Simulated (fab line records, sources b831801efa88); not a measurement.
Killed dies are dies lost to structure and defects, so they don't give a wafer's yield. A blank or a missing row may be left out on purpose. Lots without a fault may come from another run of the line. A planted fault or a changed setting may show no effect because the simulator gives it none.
One fault seen from 2 desks | flow sky130 | each desk has only its own numbers; what lay behind them comes last

THE METROLOGY DESK
What the gauges read, lot by lot, whatever tool the lot ran on: means of the sampled wafers that have a number. A lot is out of limits, marked OUT, if its mean lies more than 4 standard deviations from the usual mean; the brackets give that distance.
Columns: A = cd_nm at SKY_POLY_GATE_CD_MEAS_22, usual 149.4 nm; B = SD_P_OVL at SKY_SD_P_OVL_MEAS_08, usual 0.2 nm
lot  | first seen here | A     | B
L596 | day 16 20:47    | 150.5 | -1.1
L597 | day 17 08:58    | 148.3 | 1.7
L599 | day 17 21:40    | 148.4 | 0.2
L601 | day 18 15:55    | 153.7 | 1.5
L603 | day 19 12:50    | 149.2 | -0.4
L602 | day 19 13:56    | 147.5 | 0.2
L604 | day 19 23:54    | 150.5 | 0.1
L610 | day 22 04:52    | 149.8 | 0.0
L612 | day 23 00:19    | 147.8 | 0.7
L613 | day 23 20:10    | 147.3 | 1.0
L614 | day 23 20:14    | 150.4 | -1.5
L615 | day 24 04:33    | 151.9 | -0.6
L616 | day 24 10:22    | 150.3 | -0.5
This desk's finding: nothing out of limits on any of the 13 lots.

THE TOOL OWNER'S DESK: implanter-01
The tool's own readings at SKY_LDD_LDN_IMPLANT_11: means of the sampled wafers that have a number, for each lot that ran on this tool. A lot is out of limits, marked OUT, if its mean lies more than 4 standard deviations from the usual mean; the brackets give that distance.
Columns: A = beam_energy_keV at SKY_LDD_LDN_IMPLANT_11, usual 14.999; B = dose_ions_cm2 at SKY_LDD_LDN_IMPLANT_11, usual 1.2499e+13
lot  | first seen here | A                        | B
L599 | day 24 08:51    | 14.998                   | 1.2500e+13
L601 | day 25 03:54    | 14.996                   | 1.2510e+13
L603 | day 25 21:30    | 16.149 (+99 or more) OUT | 1.2502e+13
L604 | day 26 09:47    | 16.142 (+99 or more) OUT | 1.2506e+13
L612 | day 29 03:36    | 14.996                   | 1.2501e+13
L613 | day 29 22:30    | 15.003                   | 1.2498e+13
L615 | day 30 07:39    | 14.994                   | 1.2508e+13
This desk's finding: out of limits on L603, L604; first on L603, day 25 21:30 (beam_energy_keV at SKY_LDD_LDN_IMPLANT_11). In limits: L599, L601, L612, L613, L615.

PUT TOGETHER
The tool owner's desk could have raised an alarm at day 25 21:30, on L603, L604.
The metrology desk saw nothing out of limits.
The metrology desk has L603, L604 on record, within its limits.
Of the lots named, all ran SKY_LDD_LDN_IMPLANT_11 on implanter-01.

WHAT THE SIMULATOR HAD PUT IN
Process parameter drift: implanter-01, from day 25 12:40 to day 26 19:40, at SKY_LDD_LDN_IMPLANT_11. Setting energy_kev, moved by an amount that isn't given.
Lots struck among those shown: L603, L604.
Hours from the fault's start to each desk's first reading out of limits: the tool owner's desk, 9.
